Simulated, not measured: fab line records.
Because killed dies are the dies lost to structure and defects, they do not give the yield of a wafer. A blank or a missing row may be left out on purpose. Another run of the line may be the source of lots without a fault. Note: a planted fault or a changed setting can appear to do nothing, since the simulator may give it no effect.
A lot that was struck, set against a sound lot -- flow sky130 -- 15 out of 708 route steps
Sound: these wafers, L937.1, L937.2, L937.3. Wafers struck: L945.1, L945.2, L945.5. The cause is given at the end.
Per side, at each step with rows, come the tool, then ch with its chambers, and then its first start. Under that, the readings that differ: sound wafers -- struck wafers -- difference of the means -- sigmas: that difference in standard deviations of wafers without a fault.
alike: readings with means less than 2 such deviations apart, plus words and numbers identical on both sides. not compared: withheld readings, readings lacking a value on some wafer, bounds such as >300 that could conceal the same value, and numbers that have no deviation in the record and whose values overlap.
A row with sigmas, a row that says differs or no value, or rows on one side alone: a step with any of these is where the two part. Numbers that have no deviation but don't overlap get no sigmas and don't part them. A reading missing from all wafers of one side parts the sides only when that side holds two or more wafers.

first, 5 steps without rows for these wafers: SKY_SONOS_TUNNEL_COAT_02 (resist thk 1140 nm); SKY_SONOS_TUNNEL_SOFTBAKE_03 (time 60 s); SKY_SONOS_TUNNEL_EXPOSE_04 (exposes mask TUNM, target cd 410 nm); SKY_SONOS_TUNNEL_PEB_05; SKY_SONOS_TUNNEL_DEVELOP_06 (develop time 60 s).
SKY_SONOS_TUNNEL_CD_MEAS_07: target cd 410 nm.
  sound on cd sem-02 at day 11 05:52; struck on cd sem-01 at day 14 01:59
reading,sound,struck,difference,sigmas
cd nm (nm),406.7 408.5 407.6,413.7 414.5 412.7,+6.0,+3
SKY_SONOS_TUNNEL_OVL_MEAS_08:
  sound on overlay-02 at day 11 05:59; struck on overlay-02 at day 14 02:06
  alike: SONOS_TUNNEL_OVL
then, 3 steps without rows for these wafers: SKY_SONOS_TUNNEL_IMPLANT_09; SKY_SONOS_TUNNEL_WET_ETCH_10 (etches SiO2 in dHF, target depth 14 nm, time 280 s); SKY_SONOS_TUNNEL_STRIP_11 (strips in SPM, time 600 s).
SKY_SONOS_TUNNEL_TW_MEAS_12:
  sound on film metro-01 at day 11 06:26; struck on film metro-03 at day 14 02:34
  alike: SONOS_TUNNEL_TW
then, 1 step without rows for these wafers: SKY_SONOS_TUNNEL_CLEAN_13 (cleans in dHF, time 20 s).
SKY_SONOS_ONO_OXIDATION_00: stabilise 600 s, purge 300 s, target thk 2.6 nm.
  sound on furnace-01 ch 0, day 11 06:47; struck on furnace-01 ch 0, day 14 09:31
reading,sound,struck,difference,sigmas
spike tc upper C (C),800.0 800.2 800.3,817.6 820.4 819.8,+19.1,+17
zone power centre pct (%),16.1 16.2 15.9,13.1 12.8 13.0,-3.1,-4
zone power top pct (%),26.91 26.96 26.67,22.87 22.98 23.06,-3.88,-15
zone power upper pct (%),15.4 15.3 15.5,23.0 22.5 22.9,+7.4,+7
model.SiO2_of_SONOS_ONO_OXIDATION_00.thk nm (nm),2.624 2.653 2.676,2.689 2.703 2.762,+0.067,
  alike: spike tc centre C, spike tc top C, tube_center_temp_C_max
SKY_SONOS_ONO_THK_MEAS_01:
  sound on film metro-03 at day 11 08:08; struck on film metro-01 at day 14 10:51
reading,sound,struck,difference,sigmas
SONOS_ONO_OXIDATION_THK (nm),2.58 2.66 2.66,2.70 2.70 2.80,+0.10,+2
-- here the record skips 34 days between the struck wafers' starts before and after, leaving off in module SONOS_ONO and picking up in module PAD_OPEN (first step shown: number 708 of the route) --
SKY_PAD_OPEN_PROBE_99:
  sound on prober-02 at day 45 18:56; struck on prober-02 at day 48 02:42
  alike: killed_at_M0_to_M3, killed_at_M4_up, killed at contacts, killed at front end, killed at other, killed dies, killed open, killed short
  not compared: model.etest.cap ono.gate log10 a cm2, model.etest.cap ono.tox acc nm, model.etest.sonos erased.vt v, model.etest.sonos baked.vt less v

## WHERE THEY PART
Earliest at SKY_SONOS_TUNNEL_CD_MEAS_07; latest, in this record, at SKY_SONOS_ONO_THK_MEAS_01. Later steps at which nothing parts them and some readings are alike: SKY_PAD_OPEN_PROBE_99.

WHY: the cause the simulator had injected
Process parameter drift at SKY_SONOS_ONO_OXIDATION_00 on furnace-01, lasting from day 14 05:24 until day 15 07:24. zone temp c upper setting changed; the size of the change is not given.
